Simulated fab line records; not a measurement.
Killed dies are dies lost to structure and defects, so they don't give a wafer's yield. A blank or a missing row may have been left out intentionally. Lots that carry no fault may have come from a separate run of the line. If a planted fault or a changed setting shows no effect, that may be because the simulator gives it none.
fab line records / flow sky130 / part 2 of 2: steps 34 to 42 of 42
[record] lots = 5 wafers = 15 last_day = 50
route steps=708 shown LDD_HVN@267 LDD_HVP@278 LDD_LDN@289 SPACER@304 POLY_CUT@307
lots untouched by any fault: they come from a run of this same line in which no faults occurred
start_h: the number of hours between the record's first day and the start of the first shown wafer of the lot / wait_h: how many hours have passed since the lot's step before this one / " repeats the value in the row above / L1.1+2: a single row standing in for several wafers / - no value, or no start given / * or withheld: withheld / < > ~ a bound
route shown NAME@n: NAME is a module with steps in the file, n the number in the route of the first one / usual: mean/standard deviation taken from wafers without a fault / same: alike in all rows / chamber/n: place in a boat / sites: readings site by site / _std_site: standard deviation across them / _edge_site: inner sites' mean taken away from outer sites' mean / radius_mm: how far each site lies from the wafer's centre / mask NAME#n: copy n / behind: the tool/chamber that last shaped the wafer / hold: cause of the lot's hold/its duration in hours/its outcome / device: whichever transistor did not switch (one of n, p or np) / end of line: the same wafers' tests at the end of the route / where a step has no rows: the recipe by itself / killed: dies lost to structure and defects at the first sort, not the wafer's yield / map: per-die view of a wafer (x killed, . not killed, _ where there is no die)
set.NAME: the run value of the setting; set.NAME@STEP: its run value at that earlier step / model.NAME: the simulator's own value behind a step, which no gauge read
lots at some steps of the route; a table a step, a row a wafer
services: the hour from which a tool's chamber was out of use, counted from the record's first day as start_h (under 0 if before that day), plus the number of hours and why
[[steps]]
[step SKY_LDD_LDN_IMPLANT_11]
[recipe] species = As energy_kev = 15 dose_cm2 = 1.25e+13 tilt_deg = withheld rotation_deg = 293
[usual] beam_energy_keV = 14.999/0.0039
lot.wafer=L075.2 tool=implanter-03 chamber=0 start_h=532.72 wait_h=0.1 beam_energy_keV=15.003
lot.wafer=L075.3 tool=implanter-03 chamber=0 start_h=532.72 wait_h=0.1 beam_energy_keV=14.993
lot.wafer=L075.4 tool=implanter-03 chamber=0 start_h=532.72 wait_h=0.1 beam_energy_keV=15.004
lot.wafer=L082.3 tool=implanter-01 chamber=0 start_h=612.65 wait_h=0.1 beam_energy_keV=14.996
lot.wafer=L082.4 tool=implanter-01 chamber=0 start_h=612.65 wait_h=0.1 beam_energy_keV=14.998
lot.wafer=L082.6 tool=implanter-01 chamber=0 start_h=612.65 wait_h=0.1 beam_energy_keV=14.996
lot.wafer=L083.1 tool=implanter-03 chamber=0 start_h=629.50 wait_h=0.1 beam_energy_keV=14.999
lot.wafer=L083.3 tool=implanter-03 chamber=0 start_h=629.50 wait_h=0.1 beam_energy_keV=14.996
lot.wafer=L083.5 tool=implanter-03 chamber=0 start_h=629.50 wait_h=0.1 beam_energy_keV=15.002
lot.wafer=L089.1 tool=implanter-04 chamber=0 start_h=656.09 wait_h=0.1 beam_energy_keV=14.997
lot.wafer=L089.2 tool=implanter-04 chamber=0 start_h=656.09 wait_h=0.1 beam_energy_keV=15.002
lot.wafer=L089.5 tool=implanter-04 chamber=0 start_h=656.09 wait_h=0.1 beam_energy_keV=15.003
lot.wafer=L096.1 tool=implanter-03 chamber=0 start_h=708.65 wait_h=0.1 beam_energy_keV=14.999
lot.wafer=L096.3 tool=implanter-03 chamber=0 start_h=708.65 wait_h=0.1 beam_energy_keV=14.997
lot.wafer=L096.5 tool=implanter-03 chamber=0 start_h=708.65 wait_h=0.1 beam_energy_keV=14.999
[step SKY_LDD_LDN_STRIP_12]
[recipe] chemistry = O2/N2 power_w = 1400 pressure_mtorr = 1500 platen_temp_c = withheld o2_flow_sccm = 3000 n2_flow_sccm = 300 overash_fraction = 0.5
[usual] drypump_motor_current_A = 6.0/0.36 o2_flow_sccm = 2999/9.3 oes_product_au = 0.716/0.0045 strip_time_to_endpoint_s = 14.20/0.039
lot.wafer=L075.2 tool=plasma_asher-02 chamber=0 start_h=532.85 wait_h=0.1 drypump_motor_current_A=6.6 o2_flow_sccm=3007 oes_product_au=0.716 rf_hours_counter_h=41 strip_time_to_endpoint_s=14.20
lot.wafer=L075.3 tool=plasma_asher-02 chamber=0 start_h=532.85 wait_h=0.1 drypump_motor_current_A=6.5 o2_flow_sccm=2991 oes_product_au=0.715 rf_hours_counter_h=- strip_time_to_endpoint_s=14.26
lot.wafer=L075.4 tool=plasma_asher-02 chamber=1 start_h=532.85 wait_h=0.1 drypump_motor_current_A=5.9 o2_flow_sccm=2997 oes_product_au=0.718 rf_hours_counter_h=- strip_time_to_endpoint_s=14.25
lot.wafer=L082.3 tool=plasma_asher-02 chamber=0 start_h=612.78 wait_h=0.1 drypump_motor_current_A=6.5 o2_flow_sccm=2997 oes_product_au=0.705 rf_hours_counter_h=- strip_time_to_endpoint_s=14.18
lot.wafer=L082.4 tool=plasma_asher-02 chamber=1 start_h=612.78 wait_h=0.1 drypump_motor_current_A=5.8 o2_flow_sccm=3006 oes_product_au=0.718 rf_hours_counter_h=- strip_time_to_endpoint_s=14.24
lot.wafer=L082.6 tool=plasma_asher-02 chamber=1 start_h=612.78 wait_h=0.1 drypump_motor_current_A=5.8 o2_flow_sccm=3010 oes_product_au=0.712 rf_hours_counter_h=- strip_time_to_endpoint_s=14.27
lot.wafer=L083.1 tool=plasma_asher-02 chamber=0 start_h=629.65 wait_h=0.1 drypump_motor_current_A=6.5 o2_flow_sccm=2993 oes_product_au=0.715 rf_hours_counter_h=52 strip_time_to_endpoint_s=14.27
lot.wafer=L083.3 tool=plasma_asher-02 chamber=1 start_h=629.65 wait_h=0.1 drypump_motor_current_A=5.8 o2_flow_sccm=3001 oes_product_au=0.707 rf_hours_counter_h=- strip_time_to_endpoint_s=14.24
lot.wafer=L083.5 tool=plasma_asher-02 chamber=1 start_h=629.65 wait_h=0.1 drypump_motor_current_A=5.9 o2_flow_sccm=3011 oes_product_au=0.719 rf_hours_counter_h=- strip_time_to_endpoint_s=14.22
lot.wafer=L089.1 tool=plasma_asher-03 chamber=1 start_h=656.24 wait_h=0.1 drypump_motor_current_A=5.6 o2_flow_sccm=2997 oes_product_au=0.716 rf_hours_counter_h=86 strip_time_to_endpoint_s=14.17
lot.wafer=L089.2 tool=plasma_asher-03 chamber=0 start_h=656.24 wait_h=0.1 drypump_motor_current_A=5.9 o2_flow_sccm=3011 oes_product_au=0.720 rf_hours_counter_h=86 strip_time_to_endpoint_s=14.13
lot.wafer=L089.5 tool=plasma_asher-03 chamber=0 start_h=656.24 wait_h=0.1 drypump_motor_current_A=5.9 o2_flow_sccm=3012 oes_product_au=0.717 rf_hours_counter_h=- strip_time_to_endpoint_s=14.18
lot.wafer=L096.1 tool=plasma_asher-03 chamber=1 start_h=708.80 wait_h=0.1 drypump_motor_current_A=5.6 o2_flow_sccm=3007 oes_product_au=0.719 rf_hours_counter_h=91 strip_time_to_endpoint_s=14.19
lot.wafer=L096.3 tool=plasma_asher-03 chamber=1 start_h=708.80 wait_h=0.1 drypump_motor_current_A=5.6 o2_flow_sccm=3022 oes_product_au=0.722 rf_hours_counter_h=- strip_time_to_endpoint_s=14.21
lot.wafer=L096.5 tool=plasma_asher-03 chamber=1 start_h=708.80 wait_h=0.1 drypump_motor_current_A=5.6 o2_flow_sccm=3013 oes_product_au=0.711 rf_hours_counter_h=- strip_time_to_endpoint_s=14.20
[step SKY_LDD_LDN_TW_MEAS_13]
[usual] LDD_LDN_TW = 1487/9.9
lot.wafer=L075.2 tool=film_metro-03 chamber=- start_h=532.96 wait_h=0.1 LDD_LDN_TW=1481
lot.wafer=L075.3 tool=film_metro-03 chamber=- start_h=532.96 wait_h=0.1 LDD_LDN_TW=1479
lot.wafer=L075.4 tool=film_metro-03 chamber=- start_h=532.96 wait_h=0.1 LDD_LDN_TW=1476
lot.wafer=L082.3 tool=film_metro-03 chamber=- start_h=612.87 wait_h=0.1 LDD_LDN_TW=1480
lot.wafer=L082.4 tool=film_metro-03 chamber=- start_h=612.87 wait_h=0.1 LDD_LDN_TW=1487
lot.wafer=L082.6 tool=film_metro-03 chamber=- start_h=612.87 wait_h=0.1 LDD_LDN_TW=1481
lot.wafer=L083.1 tool=film_metro-03 chamber=- start_h=629.75 wait_h=0.1 LDD_LDN_TW=1479
lot.wafer=L083.3 tool=film_metro-03 chamber=- start_h=629.75 wait_h=0.1 LDD_LDN_TW=1480
lot.wafer=L083.5 tool=film_metro-03 chamber=- start_h=629.75 wait_h=0.1 LDD_LDN_TW=1475
lot.wafer=L089.1 tool=film_metro-02 chamber=- start_h=656.34 wait_h=0.1 LDD_LDN_TW=1490
lot.wafer=L089.2 tool=film_metro-02 chamber=- start_h=656.34 wait_h=0.1 LDD_LDN_TW=1488
lot.wafer=L089.5 tool=film_metro-02 chamber=- start_h=656.34 wait_h=0.1 LDD_LDN_TW=1493
lot.wafer=L096.1 tool=film_metro-03 chamber=- start_h=708.90 wait_h=0.1 LDD_LDN_TW=1472
lot.wafer=L096.3 tool=film_metro-03 chamber=- start_h=708.90 wait_h=0.1 LDD_LDN_TW=1471
lot.wafer=L096.5 tool=film_metro-03 chamber=- start_h=708.90 wait_h=0.1 LDD_LDN_TW=1475
[step SKY_LDD_LDN_CLEAN_14]
[recipe] chemistry = SC1/SC2 mix = 1:4:20 temp_c = 70 time_s = 150 dry = n2_spin
lot.wafer=L075.2+3+4 tool=wet_bench-03 chamber=0 start_h=533.01 wait_h=0.0
lot.wafer=L082.3+4+6 tool=wet_bench-03 chamber=3 start_h=612.91 wait_h=0.0
lot.wafer=L083.1+3+5 tool=wet_bench-01 chamber=2 start_h=629.81 wait_h=0.1
lot.wafer=L089.1+2+5 tool=wet_bench-03 chamber=2 start_h=656.40 wait_h=0.1
lot.wafer=L096.1+3+5 tool=wet_bench-04 chamber=1 start_h=708.96 wait_h=0.1
[step SKY_SPACER_CVD_00]
[recipe] material = Si3N4 precursor = DCS/NH3 target_thk_nm = 43.1 temp_c = 770 time_s = 740 pressure_mtorr = 250
[usual] susceptor_temp_C = 770.0/0.34
lot.wafer=L075.2 tool=lpcvd-02 chamber=1 start_h=534.57 wait_h=1.5 susceptor_temp_C=769.7
lot.wafer=L075.3 tool=lpcvd-02 chamber=1 start_h=534.57 wait_h=1.5 susceptor_temp_C=770.4
lot.wafer=L075.4 tool=lpcvd-02 chamber=1 start_h=534.57 wait_h=1.5 susceptor_temp_C=769.9
lot.wafer=L082.3 tool=lpcvd-02 chamber=1 start_h=613.48 wait_h=0.5 susceptor_temp_C=769.9
lot.wafer=L082.4 tool=lpcvd-02 chamber=1 start_h=613.48 wait_h=0.5 susceptor_temp_C=770.1
lot.wafer=L082.6 tool=lpcvd-02 chamber=1 start_h=613.48 wait_h=0.5 susceptor_temp_C=770.7
lot.wafer=L083.1 tool=lpcvd-02 chamber=1 start_h=632.50 wait_h=2.6 susceptor_temp_C=770.0
lot.wafer=L083.3 tool=lpcvd-02 chamber=1 start_h=632.50 wait_h=2.6 susceptor_temp_C=770.3
lot.wafer=L083.5 tool=lpcvd-02 chamber=1 start_h=632.50 wait_h=2.6 susceptor_temp_C=769.7
lot.wafer=L089.1 tool=lpcvd-02 chamber=1 start_h=656.45 wait_h=0.0 susceptor_temp_C=769.5
lot.wafer=L089.2 tool=lpcvd-02 chamber=1 start_h=656.45 wait_h=0.0 susceptor_temp_C=770.0
lot.wafer=L089.5 tool=lpcvd-02 chamber=1 start_h=656.45 wait_h=0.0 susceptor_temp_C=769.6
lot.wafer=L096.1 tool=lpcvd-02 chamber=1 start_h=709.61 wait_h=0.6 susceptor_temp_C=771.1
lot.wafer=L096.3 tool=lpcvd-02 chamber=1 start_h=709.61 wait_h=0.6 susceptor_temp_C=770.0
lot.wafer=L096.5 tool=lpcvd-02 chamber=1 start_h=709.61 wait_h=0.6 susceptor_temp_C=770.3
[step SKY_SPACER_THK_MEAS_01]
[recipe] reads = Si3N4_of_SPACER_CVD_00
[usual] SPACER_CVD_00_THK = 43.1/0.39
lot.wafer=L075.2 tool=film_metro-01 chamber=- start_h=535.78 wait_h=0.0 SPACER_CVD_00_THK[nm]=43.3
lot.wafer=L075.3 tool=film_metro-01 chamber=- start_h=535.78 wait_h=0.0 SPACER_CVD_00_THK[nm]=43.3
lot.wafer=L075.4 tool=film_metro-01 chamber=- start_h=535.78 wait_h=0.0 SPACER_CVD_00_THK[nm]=43.5
lot.wafer=L082.3 tool=film_metro-01 chamber=- start_h=614.71 wait_h=0.0 SPACER_CVD_00_THK[nm]=42.1
lot.wafer=L082.4 tool=film_metro-01 chamber=- start_h=614.71 wait_h=0.0 SPACER_CVD_00_THK[nm]=42.8
lot.wafer=L082.6 tool=film_metro-01 chamber=- start_h=614.71 wait_h=0.0 SPACER_CVD_00_THK[nm]=42.3
lot.wafer=L083.1 tool=film_metro-02 chamber=- start_h=635.21 wait_h=0.0 SPACER_CVD_00_THK[nm]=42.5
lot.wafer=L083.3 tool=film_metro-02 chamber=- start_h=635.21 wait_h=0.0 SPACER_CVD_00_THK[nm]=42.8
lot.wafer=L083.5 tool=film_metro-02 chamber=- start_h=635.21 wait_h=0.0 SPACER_CVD_00_THK[nm]=43.0
lot.wafer=L089.1 tool=film_metro-02 chamber=- start_h=657.65 wait_h=0.0 SPACER_CVD_00_THK[nm]=42.8
lot.wafer=L089.2 tool=film_metro-02 chamber=- start_h=657.65 wait_h=0.0 SPACER_CVD_00_THK[nm]=42.6
lot.wafer=L089.5 tool=film_metro-02 chamber=- start_h=657.65 wait_h=0.0 SPACER_CVD_00_THK[nm]=42.6
lot.wafer=L096.1 tool=film_metro-02 chamber=- start_h=710.81 wait_h=0.0 SPACER_CVD_00_THK[nm]=43.8
lot.wafer=L096.3 tool=film_metro-02 chamber=- start_h=710.81 wait_h=0.0 SPACER_CVD_00_THK[nm]=43.8
lot.wafer=L096.5 tool=film_metro-02 chamber=- start_h=710.81 wait_h=0.0 SPACER_CVD_00_THK[nm]=43.6
[step SKY_SPACER_ETCHBACK_02]
[recipe] chemistry = CH3F/O2 target = Si3N4 stop_on = SiO2 source_w = 400 bias_w = 80 pressure_mtorr = 25 ch3f_flow_sccm = 40 O2_flow_sccm = 30 time_s = 46.7 target_depth_a = 450
[usual] O2_flow_sccm = 29.99/0.086 bias_w = 79.98/0.23 drypump_motor_current_A = 5.74/0.29 oes_product_au = 0.854/0.0059 throttle_valve_pct = 10.562/0.009
lot.wafer=L075.2 tool=rie_diel-01 chamber=3 start_h=535.83 wait_h=0.0 O2_flow_sccm=29.89 bias_w=79.94 drypump_motor_current_A=5.56 oes_product_au=0.852 rf_hours_counter_h=6 throttle_valve_pct=10.574
lot.wafer=L075.3 tool=rie_diel-01 chamber=2 start_h=535.83 wait_h=0.0 O2_flow_sccm=29.98 bias_w=79.86 drypump_motor_current_A=5.79 oes_product_au=0.850 rf_hours_counter_h=13 throttle_valve_pct=10.554
lot.wafer=L075.4 tool=rie_diel-01 chamber=1 start_h=535.83 wait_h=0.0 O2_flow_sccm=29.84 bias_w=80.07 drypump_motor_current_A=5.83 oes_product_au=0.859 rf_hours_counter_h=8 throttle_valve_pct=10.570
lot.wafer=L082.3 tool=rie_diel-01 chamber=0 start_h=614.75 wait_h=0.0 O2_flow_sccm=29.90 bias_w=79.97 drypump_motor_current_A=5.87 oes_product_au=0.847 rf_hours_counter_h=7 throttle_valve_pct=10.545
lot.wafer=L082.4 tool=rie_diel-01 chamber=1 start_h=614.75 wait_h=0.0 O2_flow_sccm=29.92 bias_w=79.75 drypump_motor_current_A=5.81 oes_product_au=0.849 rf_hours_counter_h=9 throttle_valve_pct=10.551
lot.wafer=L082.6 tool=rie_diel-01 chamber=2 start_h=614.75 wait_h=0.0 O2_flow_sccm=29.94 bias_w=79.89 drypump_motor_current_A=5.76 oes_product_au=0.848 rf_hours_counter_h=- throttle_valve_pct=10.560
lot.wafer=L083.1 tool=rie_diel-02 chamber=1 start_h=635.27 wait_h=0.1 O2_flow_sccm=30.03 bias_w=80.09 drypump_motor_current_A=6.22 oes_product_au=0.848 rf_hours_counter_h=7 throttle_valve_pct=10.576
lot.wafer=L083.3 tool=rie_diel-02 chamber=0 start_h=635.27 wait_h=0.1 O2_flow_sccm=29.98 bias_w=79.69 drypump_motor_current_A=5.30 oes_product_au=0.857 rf_hours_counter_h=6 throttle_valve_pct=10.556
lot.wafer=L083.5 tool=rie_diel-02 chamber=3 start_h=635.27 wait_h=0.1 O2_flow_sccm=29.95 bias_w=80.09 drypump_motor_current_A=5.66 oes_product_au=0.859 rf_hours_counter_h=- throttle_valve_pct=10.566
lot.wafer=L089.1 tool=rie_diel-03 chamber=0 start_h=657.71 wait_h=0.1 O2_flow_sccm=30.08 bias_w=80.07 drypump_motor_current_A=5.55 oes_product_au=0.858 rf_hours_counter_h=6 throttle_valve_pct=10.573
lot.wafer=L089.2 tool=rie_diel-03 chamber=3 start_h=657.71 wait_h=0.1 O2_flow_sccm=30.05 bias_w=79.91 drypump_motor_current_A=5.19 oes_product_au=0.852 rf_hours_counter_h=8 throttle_valve_pct=10.571
lot.wafer=L089.5 tool=rie_diel-03 chamber=1 start_h=657.71 wait_h=0.1 O2_flow_sccm=29.95 bias_w=80.06 drypump_motor_current_A=5.63 oes_product_au=0.853 rf_hours_counter_h=- throttle_valve_pct=10.553
lot.wafer=L096.1 tool=rie_diel-01 chamber=0 start_h=710.87 wait_h=0.1 O2_flow_sccm=30.01 bias_w=80.07 drypump_motor_current_A=5.85 oes_product_au=0.860 rf_hours_counter_h=9 throttle_valve_pct=10.555
lot.wafer=L096.3 tool=rie_diel-01 chamber=1 start_h=710.87 wait_h=0.1 O2_flow_sccm=29.94 bias_w=80.01 drypump_motor_current_A=5.80 oes_product_au=0.856 rf_hours_counter_h=11 throttle_valve_pct=10.580
lot.wafer=L096.5 tool=rie_diel-01 chamber=3 start_h=710.87 wait_h=0.1 O2_flow_sccm=30.14 bias_w=79.63 drypump_motor_current_A=5.55 oes_product_au=0.856 rf_hours_counter_h=- throttle_valve_pct=10.550
[step SKY_POLY_CUT_DEHYDRATE_00]
[recipe] temp_c = 200 time_s = 60
lot.wafer=L075.2+3+4 tool=litho_track-01 chamber=0 start_h=549.74 wait_h=13.9
lot.wafer=L082.3+4+6 tool=litho_track-02 chamber=0 start_h=628.77 wait_h=14.0
lot.wafer=L083.1+3+5 tool=litho_track-02 chamber=0 start_h=649.27 wait_h=14.0
lot.wafer=L089.1+2+5 tool=litho_track-01 chamber=0 start_h=670.26 wait_h=12.5
lot.wafer=L096.1+3+5 tool=litho_track-02 chamber=0 start_h=724.02 wait_h=13.1
[step SKY_POLY_CUT_HMDS_01]
[recipe] prime_time_s = 60 prime_temp_c = 120
lot.wafer=L075.2+3+4 tool=litho_track-01 chamber=0 start_h=549.89 wait_h=0.1
lot.wafer=L082.3+4+6 tool=litho_track-02 chamber=0 start_h=628.92 wait_h=0.1
lot.wafer=L083.1+3+5 tool=litho_track-02 chamber=0 start_h=649.42 wait_h=0.1
lot.wafer=L089.1+2+5 tool=litho_track-01 chamber=0 start_h=670.41 wait_h=0.1
lot.wafer=L096.1+3+5 tool=litho_track-02 chamber=0 start_h=724.17 wait_h=0.1
[[services]]
tool=iline_stepper-02 chamber=- start_h=464.95 hours=1.7 kind=pm
tool=implanter-03 chamber=- start_h=476.92 hours=3.6 kind=pm
tool=implanter-04 chamber=- start_h=484.45 hours=6.1 kind=pm
tool=lpcvd-02 chamber=- start_h=489.86 hours=0.6 kind=repair
tool=implanter-03 chamber=- start_h=493.76 hours=2.8 kind=repair
tool=implanter-04 chamber=- start_h=506.65 hours=3.6 kind=pm
tool=lpcvd-02 chamber=- start_h=515.30 hours=14.6 kind=pm
tool=implanter-03 chamber=- start_h=516.16 hours=3.9 kind=pm
tool=plasma_asher-02 chamber=- start_h=525.00 hours=2.8 kind=repair
tool=iline_stepper-01 chamber=- start_h=525.56 hours=21.2 kind=repair
tool=implanter-01 chamber=- start_h=574.19 hours=2.0 kind=repair
tool=implanter-04 chamber=- start_h=582.60 hours=6.3 kind=repair
tool=implanter-03 chamber=- start_h=587.68 hours=5.0 kind=repair
tool=iline_stepper-01 chamber=- start_h=594.51 hours=2.1 kind=pm
tool=iline_stepper-01 chamber=- start_h=605.52 hours=1.7 kind=pm
tool=iline_stepper-02 chamber=- start_h=612.28 hours=6.0 kind=repair
tool=implanter-04 chamber=- start_h=624.80 hours=2.8 kind=repair
tool=plasma_asher-03 chamber=- start_h=642.95 hours=1.0 kind=repair
tool=implanter-04 chamber=- start_h=662.84 hours=2.7 kind=repair
tool=iline_stepper-02 chamber=- start_h=673.03 hours=2.1 kind=pm
tool=iline_stepper-02 chamber=- start_h=683.18 hours=1.7 kind=pm
tool=implanter-01 chamber=- start_h=693.24 hours=3.0 kind=repair
tool=iline_stepper-01 chamber=- start_h=697.35 hours=6.2 kind=repair
tool=implanter-01 chamber=- start_h=721.98 hours=1.2 kind=repair
